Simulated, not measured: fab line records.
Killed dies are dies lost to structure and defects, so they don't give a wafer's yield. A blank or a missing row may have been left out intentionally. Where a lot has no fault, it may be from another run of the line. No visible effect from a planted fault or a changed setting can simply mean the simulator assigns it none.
fab line records	flow sky130
[record] lots = 6	wafers = 18	lastDay = 50
route steps=708 shown VIA1@467 METAL2@483
lots that met no fault: from a run of the same line without faults
startH: the number of hours between the record's first day and the start of the first shown wafer of the lot	waitH: hours from the lot's prior step to this one	" identical to the entry in the row above	L1.1+2: a row that stands for several wafers	- either no value or no given start	* or withheld: withheld	< > ~ a bound
route shown NAME@n: a module of which the file shows steps, and the number in the route of the first	usual: the fault-free wafers' mean and standard deviation	same: alike in all rows	chamber/n: place in a boat	sites: the reading at each site	_std_site: the values' standard deviation	_edge_site: outer sites' mean less inner sites'	radiusMm: for every site, how far away it sits from the centre of the wafer	mask NAME#n: copy n	behind: the tool/chamber that last shaped the wafer	hold: why the lot went on hold/how many hours it stayed there/how the hold came to an end	device: names the non-switching transistor (n, p or np)	end of line: the tests these same wafers got at the end of their route	a step without rows: its recipe alone	killed: not the wafer's yield, but the dies lost to structure and defects at the first sort	map: a wafer's dies, x killed, . not, _ none there
set.NAME: setting as actually run; set.NAME@STEP: the setting as run at that earlier step	model.NAME: the simulator's own value behind a step, which no gauge read
a table for each step, a row for each wafer; lots at some steps of the route
services: the hour from which a tool's chamber was out of use, counted from the record's first day as startH (under 0 if before that day), plus the number of hours and why
[[steps]]
[step SKY_VIA1_EXPOSE_09]
[recipe] maskId = VIM	na = 0.8	sourceShape = annular	sigmaInner = 0.55	sigmaOuter = 0.85	targetCdNm = 150	doseMj = 38
[step SKY_VIA1_PEB_10]
[recipe] pebTempC = withheld	pebTimeS = withheld	resist = KrF-thick
[step SKY_VIA1_DEVELOP_11]
[recipe] developTimeS = 60	resist = KrF-thick	devTempC = 21
[step SKY_VIA1_CD_MEAS_12]
[recipe] targetCdNm = 150
[usual] cdNm = 150.3/1.5
lot.wafer	tool	chamber	startH	waitH	cdNm
L407.1	cdSem-01	-	814.44	-	149.6
L407.2	"	-	"	"	149.9
L407.6	"	-	"	"	150.1
L408.1	cdSem-01	-	817.64	-	149.2
L408.2	"	-	"	"	150.0
L408.5	"	-	"	"	149.8
L415.3	cdSem-02	-	865.23	-	150.5
L415.5	"	-	"	"	148.8
L415.6	"	-	"	"	150.9
L421.1	cdSem-02	-	915.42	-	150.4
L421.2	"	-	"	"	150.0
L421.6	"	-	"	"	150.3
L427.3	cdSem-02	-	949.18	-	147.8
L427.5	"	-	"	"	147.4
L427.6	"	-	"	"	148.8
L428.1	cdSem-02	-	959.22	-	150.1
L428.3	"	-	"	"	148.6
L428.6	"	-	"	"	150.5
[step SKY_VIA1_OVL_MEAS_13]
[usual] VIA1_OVL = 0/4.1
lot.wafer	tool	chamber	startH	waitH	VIA1_OVL[nm]
L407.1	overlay-01	-	814.56	0.1	2
L407.2	"	-	"	"	1
L407.6	"	-	"	"	1
L408.1	overlay-01	-	817.76	0.1	9
L408.2	"	-	"	"	-5
L408.5	"	-	"	"	-2
L415.3	overlay-02	-	865.32	0.1	-3
L415.5	"	-	"	"	1
L415.6	"	-	"	"	1
L421.1	overlay-01	-	915.54	0.1	7
L421.2	"	-	"	"	3
L421.6	"	-	"	"	4
L427.3	overlay-01	-	949.27	0.1	0
L427.5	"	-	"	"	4
L427.6	"	-	"	"	0
L428.1	overlay-01	-	959.34	0.1	-4
L428.3	"	-	"	"	-2
L428.6	"	-	"	"	5
[step SKY_VIA1_ETCH_14]
[recipe] chemistry = N2/H2	target = BARC	ionEnergyEv = 200	sourceW = 500	biasW = 100	pressureMtorr = 30	n2FlowSccm = 100	h2FlowSccm = 200	stopOn = SiO2	timeS = 45.9	targetDepthA = 600
[usual] drypumpMotorCurrentA = 5.7/0.54	oesProductAu = 0.855/0.0047	throttleValvePct = 13.225/0.0093
lot.wafer	tool	chamber	startH	waitH	drypumpMotorCurrentA	oesProductAu	rfHoursCounterH	throttleValvePct
L407.1	rieDiel-04	2	814.60	0.0	5.6	0.851	21	13.234
L407.2	"	0	"	"	6.8	0.844	7	13.219
L407.6	"	2	"	"	5.6	0.859	-	13.218
L408.1	rieDiel-04	0	817.79	0.0	6.8	0.848	7	13.221
L408.2	"	2	"	"	5.6	0.851	21	13.226
L408.5	"	1	"	"	5.2	0.855	-	13.233
L415.3	rieDiel-01	3	865.35	0.0	5.4	0.856	11	13.220
L415.5	"	1	"	"	5.6	0.854	-	13.229
L415.6	"	0	"	"	6.4	0.856	-	13.213
L421.1	rieDiel-04	1	915.58	0.0	5.2	0.854	12	13.230
L421.2	"	2	"	"	5.6	0.856	24	13.218
L421.6	"	0	"	"	6.8	0.857	-	13.246
L427.3	rieDiel-01	2	949.29	0.0	5.6	0.862	13	13.238
L427.5	"	1	"	"	5.6	0.846	-	13.222
L427.6	"	2	"	"	5.6	0.856	-	13.223
L428.1	rieDiel-03	3	959.38	0.0	5.6	0.861	12	13.235
L428.3	"	1	"	"	5.9	0.856	8	13.231
L428.6	"	3	"	"	5.6	0.856	-	13.229
[step SKY_VIA1_ETCH_15]
[recipe] target = SiO2	chemistry = C4F8/O2/Ar	targetDepthNm = 351	stopOn = TiN	maskMaterial = KrF-thick	sourceW = 1500	biasW = 1200	pressureMtorr = 40	c4f8FlowSccm = withheld	O2_flow_sccm = 6	Ar_flow_sccm = 300	timeS = 54
[usual] oesProductAu = 0.979/0.0064
lot.wafer	tool	chamber	startH	waitH	oesProductAu	rfHoursCounterH
L407.1	rieDiel-04	2	814.64	0.0	0.978	21
L407.2	"	0	"	"	0.991	7
L407.6	"	2	"	"	0.975	-
L408.1	rieDiel-04	0	817.83	0.0	0.986	7
L408.2	"	2	"	"	0.987	21
L408.5	"	1	"	"	0.981	-
L415.3	rieDiel-01	2	865.39	0.0	0.984	11
L415.5	"	1	"	"	0.982	-
L415.6	"	2	"	"	0.975	-
L421.1	rieDiel-04	1	915.62	0.0	0.970	12
L421.2	"	2	"	"	0.976	24
L421.6	"	0	"	"	0.983	-
L427.3	rieDiel-01	2	949.34	0.0	0.979	13
L427.5	"	1	"	"	0.980	-
L427.6	"	2	"	"	0.974	-
L428.1	rieDiel-03	3	959.42	0.0	0.984	12
L428.3	"	1	"	"	0.977	8
L428.6	"	3	"	"	0.974	-
[step SKY_VIA1_STRIP_16]
[recipe] chemistry = O2/N2	powerW = 1400	pressureMtorr = 1500	platenTempC = withheld	o2FlowSccm = 3000	n2FlowSccm = 300	overashFraction = 0.5
[usual] drypumpMotorCurrentA = 5.63/0.15	oesProductAu = 0.416/0.005	stripTimeToEndpointS = 4.465/0.021
lot.wafer	tool	chamber	startH	waitH	drypumpMotorCurrentA	oesProductAu	rfHoursCounterH	stripTimeToEndpointS
L407.1	plasmaAsher-04	0	814.68	0.0	5.69	0.419	70	4.441
L407.2	"	1	"	"	5.44	0.415	70	4.466
L407.6	"	1	"	"	5.43	0.417	-	4.461
L408.1	plasmaAsher-04	1	817.88	0.0	5.42	0.412	71	4.453
L408.2	"	0	"	"	5.69	0.417	71	4.464
L408.5	"	0	"	"	5.68	0.412	-	4.446
L415.3	plasmaAsher-01	1	865.47	0.1	5.94	0.417	-	4.481
L415.5	"	1	"	"	5.93	0.421	-	4.481
L415.6	"	0	"	"	5.47	0.423	-	4.469
L421.1	plasmaAsher-04	1	915.67	0.0	5.42	0.410	79	4.492
L421.2	"	0	"	"	5.70	0.423	79	4.458
L421.6	"	1	"	"	5.39	0.409	-	4.479
L427.3	plasmaAsher-03	1	949.42	0.1	5.69	0.410	-	4.450
L427.5	"	1	"	"	5.68	0.415	-	4.456
L427.6	"	0	"	"	5.63	0.417	-	4.462
L428.1	plasmaAsher-03	0	959.47	0.0	5.66	0.410	51	4.483
L428.3	"	0	"	"	5.64	0.413	-	4.451
L428.6	"	0	"	"	5.65	0.408	-	4.491
[step SKY_VIA1_STRIP_17]
[recipe] chemistry = postEtchResidueRemover	timeS = 1200	tempC = 72.5
[step SKY_VIA1_CLEAN_18]
[recipe] chemistry = IPA	timeS = 180	tempC = 25
[step SKY_VIA1_CLEAN_19]
[recipe] chemistry = O3/DIW	dry = n2Spin
[step SKY_VIA1_SPUTTER_20]
[recipe] material = TiN	targetThkNm = 20	chamberPressurePa = 5	powerW = 4000	timeS = 80
[usual] cathodeDcPowerW = 4000.1/0.76	throttleValvePct = 30.1/1.1
lot.wafer	tool	chamber	startH	waitH	cathodeDcPowerW	throttleValvePct
L407.1	pvdSputter-04	-	815.28	0.0	3999.3	32.4
L407.2	"	-	"	"	4000.3	29.7
L407.6	"	-	"	"	3999.6	29.7
L408.1	pvdSputter-02	-	818.81	0.0	4000.4	30.6
L408.2	"	-	"	"	3999.4	30.7
L408.5	"	-	"	"	4001.1	30.9
L415.3	pvdSputter-03	-	866.06	0.0	4000.8	30.5
L415.5	"	-	"	"	4000.8	30.4
L415.6	"	-	"	"	4000.1	30.6
L421.1	pvdSputter-03	-	916.26	0.0	3999.6	30.3
L421.2	"	-	"	"	3999.0	30.6
L421.6	"	-	"	"	4000.8	30.6
L427.3	pvdSputter-04	-	949.97	0.0	3999.4	32.4
L427.5	"	-	"	"	3998.9	29.9
L427.6	"	-	"	"	3999.9	32.6
L428.1	pvdSputter-04	-	960.09	0.0	4000.4	32.3
L428.3	"	-	"	"	4000.4	29.9
L428.6	"	-	"	"	3998.7	32.5
[step SKY_VIA1_CVD_21]
[recipe] material = W	targetThkNm = 270	timeS = 80.902	tempC = 400	pressureTorr = 40
[usual] heaterPowerW = 816/52
lot.wafer	tool	chamber	startH	waitH	heaterPowerW	model.W_of_VIA1_CVD_21.thkNm
L407.1	cvdW-02	1	815.34	0.0	768	264.8
L407.2	"	0	"	"	888	177.9
L407.6	"	0	"	"	902	265
L408.1	cvdW-02	1	818.88	0.0	763	271.1
L408.2	"	0	"	"	898	184.1
L408.5	"	1	"	"	759	178.7
L415.3	cvdW-01	0	866.16	0.1	781	264.7
L415.5	"	0	"	"	779	265.9
L415.6	"	1	"	"	834	266.1
L421.1	cvdW-01	1	916.32	0.0	820	266.4
L421.2	"	0	"	"	787	270.1
L421.6	"	1	"	"	838	265
L427.3	cvdW-01	1	950.07	0.1	840	266.3
L427.5	"	0	"	"	800	265.1
L427.6	"	1	"	"	839	267.7
L428.1	cvdW-02	1	960.15	0.0	743	266.3
L428.3	"	0	"	"	828	263.8
L428.6	"	1	"	"	750	263.5
[step SKY_VIA1_RS_MEAS_22]
[recipe] thkMeasGauge = four-point-probe	reads = W_of_VIA1_CVD_21+TiN_of_VIA1_SPUTTER_20
[usual] VIA1_W_RS = 0.432/0.0042
lot.wafer	tool	chamber	startH	waitH	hold	VIA1_W_RS[ohm/sq]
L407.1	filmMetro-02	-	815.46	0.1	awaitDispo/0.2h/release	0.435
L407.2	"	-	"	"	awaitDispo/0.2h/release	0.653
L407.6	"	-	"	"	awaitDispo/0.2h/release	0.434
L407.1	filmMetro-02	-	815.74	0.3	-	0.435
L407.2	"	-	"	"	-	0.653
L407.6	"	-	"	"	-	0.435
L408.1	filmMetro-03	-	818.97	0.1	awaitDispo/0.2h/release	0.424
L408.2	"	-	"	"	awaitDispo/0.2h/release	0.628
L408.5	"	-	"	"	awaitDispo/0.2h/release	0.648
L408.1	filmMetro-03	-	819.25	0.3	-	0.424
L408.2	"	-	"	"	-	0.628
L408.5	"	-	"	"	-	0.648
L415.3	filmMetro-03	-	866.26	0.1	-	0.435
L415.5	"	-	"	"	-	0.432
L415.6	"	-	"	"	-	0.432
L421.1	filmMetro-03	-	916.41	0.1	-	0.432
L421.2	"	-	"	"	-	0.426
L421.6	"	-	"	"	-	0.433
L427.3	filmMetro-03	-	950.17	0.1	-	0.432
L427.5	"	-	"	"	-	0.434
L427.6	"	-	"	"	-	0.430
L428.1	filmMetro-04	-	960.24	0.1	-	0.434
L428.3	"	-	"	"	-	0.437
L428.6	"	-	"	"	-	0.437
[step SKY_VIA1_THK_MEAS_23]
[recipe] thkMeasGauge = xrf	reads = W_of_VIA1_CVD_21
[usual] VIA1_W_THK = 265/3.1
lot.wafer	tool	chamber	startH	waitH	hold	VIA1_W_THK[nm]
L407.1	filmMetro-02	-	818.45	2.7	awaitDispo/0.2h/release	262
L407.2	"	-	"	"	awaitDispo/0.2h/release	175
L407.6	"	-	"	"	awaitDispo/0.2h/release	262
L407.1	filmMetro-02	-	818.67	0.2	-	261
L407.2	"	-	"	"	-	175
L407.6	"	-	"	"	-	261
L408.1	filmMetro-03	-	821.88	2.6	awaitDispo/0.2h/release	271
L408.2	"	-	"	"	awaitDispo/0.2h/release	183
L408.5	"	-	"	"	awaitDispo/0.2h/release	178
L408.1	filmMetro-03	-	822.11	0.2	-	270
L408.2	"	-	"	"	-	184
L408.5	"	-	"	"	-	178
L415.3	filmMetro-03	-	866.36	0.1	-	265
L415.5	"	-	"	"	-	266
L415.6	"	-	"	"	-	268
L421.1	filmMetro-03	-	916.53	0.1	-	268
L421.2	"	-	"	"	-	269
L421.6	"	-	"	"	-	268
L427.3	filmMetro-03	-	950.27	0.1	-	265
L427.5	"	-	"	"	-	264
L427.6	"	-	"	"	-	268
L428.1	filmMetro-04	-	960.36	0.1	-	263
L428.3	"	-	"	"	-	260
L428.6	"	-	"	"	-	260
[step SKY_VIA1_CMP_24]
[recipe] stopOn = SiO2	tOverpolishS = 15	downForcePsi = 3.5	platenRpm = 60	targetThkNm = 0	padVelocityMS = 0.94248
[usual] edgeZonePressureFrac = 1.000/0.005	motorCurrentA = 11.1/1.3	timeToEndpointS = 64/3.9
lot.wafer	tool	chamber	startH	waitH	hold	edgeZonePressureFrac	motorCurrentA	timeToEndpointS
L407.1	cmp-01	1	827.00	8.3	awaitDispo/8.2h/release	1.008	10.7	71
L407.2	"	0	"	"	awaitDispo/8.2h/release	1.010	11.5	46
L407.6	"	2	"	"	awaitDispo/8.2h/release	1.007	10.1	65
L408.2	cmp-02	0	827.38	5.3	awaitDispo/5.2h/release	0.999	12.0	42
L408.1	"	3	"	"	awaitDispo/5.2h/release	0.985	13.6	65
L408.5	"	1	"	"	awaitDispo/5.2h/release	0.994	10.5	41
L415.3	cmp-01	1	866.40	0.0	-	0.992	11.0	66
L415.5	"	1	"	"	-	0.998	10.6	68
L415.6	"	2	"	"	-	1.002	9.9	64
L421.1	cmp-01	3	916.69	0.1	-	1.000	9.9	68
L421.2	"	0	"	"	-	0.995	10.9	64
L421.6	"	1	"	"	-	1.000	11.2	66
L427.3	cmp-01	3	950.31	0.0	-	1.000	9.9	70
L427.6	"	3	"	"	-	1.002	9.9	68
L427.5	"	0	"	"	-	0.998	10.7	67
L428.3	cmp-01	1	960.47	0.1	-	0.998	10.8	67
L428.1	"	2	"	"	-	0.991	10.1	65
L428.6	"	1	"	"	-	1.004	11.1	69
[step SKY_METAL2_SPUTTER_00]
[recipe] material = Ti	targetThkNm = 15	powerW = 3000	timeS = 10	chamberPressurePa = 0.4
[usual] cathodeDcPowerW = 3000.0/0.6	throttleValvePct = 30.2/1.2
lot.wafer	tool	chamber	startH	waitH	cathodeDcPowerW	throttleValvePct
L408.1	pvdSputter-03	-	827.68	0.1	2999.3	30.1
L408.2	"	-	"	"	3000.3	28.5
L408.5	"	-	"	"	3000.6	30.6
L407.1	pvdSputter-02	-	828.49	1.4	3001.3	30.6
L407.2	"	-	"	"	2998.9	29.4
L407.6	"	-	"	"	3000.0	30.8
L415.3	pvdSputter-01	-	866.70	0.2	3000.7	30.3
L415.5	"	-	"	"	2999.3	29.9
L415.6	"	-	"	"	2999.4	28.3
L421.1	pvdSputter-02	-	916.89	0.1	3000.7	29.2
L421.2	"	-	"	"	3000.0	30.8
L421.6	"	-	"	"	2999.9	30.5
L427.3	pvdSputter-01	-	950.61	0.2	3000.0	32.3
L427.5	"	-	"	"	3000.3	30.1
L427.6	"	-	"	"	3000.1	28.5
L428.1	pvdSputter-01	-	960.72	0.1	2999.6	32.3
L428.3	"	-	"	"	3000.3	31.2
L428.6	"	-	"	"	3000.8	30.1
[[services]]
tool	chamber	startH	hours	kind
plasmaAsher-04	-	796.39	1.3	repair
plasmaAsher-04	-	807.98	0.5	repair
rieDiel-03	0	808.15	3.3	repair
cvdW-02	1	819.17	5.3	repair
pvdSputter-02	-	825.97	2.5	repair
rieDiel-01	2	841.19	2.6	repair
rieDiel-04	-	852.17	2.8	pm
rieDiel-03	1	852.93	1.3	repair
pvdSputter-04	-	857.11	7.0	repair
rieDiel-04	1	857.42	30.1	repair
pvdSputter-02	-	866.86	5.3	repair
pvdSputter-01	-	871.03	0.7	repair
pvdSputter-03	-	880.05	2.3	repair
cvdW-01	1	887.48	15.9	repair
plasmaAsher-04	-	901.04	14.6	pm
cvdW-02	-	904.00	14.0	pm
pvdSputter-03	-	904.78	3.0	repair
rieDiel-03	0	905.80	64.4	repair
cvdW-02	0	925.85	10.8	repair
plasmaAsher-03	-	930.47	0.9	repair
pvdSputter-04	-	938.77	1.9	repair
pvdSputter-03	-	944.10	1.9	repair
pvdSputter-03	-	946.71	4.6	repair
plasmaAsher-03	-	956.29	2.8	pm
[[key]]
[firstSign] step = SKY_VIA1_RS_MEAS_22	reading = visit	direction = added
[effect] step = SKY_VIA1_RS_MEAS_22	reading = VIA1_W_RS	direction = up	sigmas = 51	usual = 0.432	struck = 0.643
[effect] step = SKY_VIA1_THK_MEAS_23	reading = visit	direction = added
[effect] step = SKY_VIA1_THK_MEAS_23	reading = VIA1_W_THK	direction = down	sigmas = 28	usual = 265	struck = 179
[effect] step = SKY_VIA1_CMP_24	reading = timeToEndpointS	direction = down	sigmas = 5.5	usual = *	struck = *
[modelEffect] step = SKY_VIA1_CVD_21	value = W_of_VIA1_CVD_21.thkNm	without = 266.5	struck = 180.2
metAt SKY_VIA1_CVD_21
struckWafers L407.2,L408.2,L408.5
[fault] kind = processParameterDrift	tool = cvdW-02	chamber = -	onsetH = 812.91	steps = SKY_VIA1_CVD_21	channel = targetThkNm	offset = -86.92	shape = step	endH = 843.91	scope = struckWafersOnly	actsIn = theseRecipesOnly	stated = 270
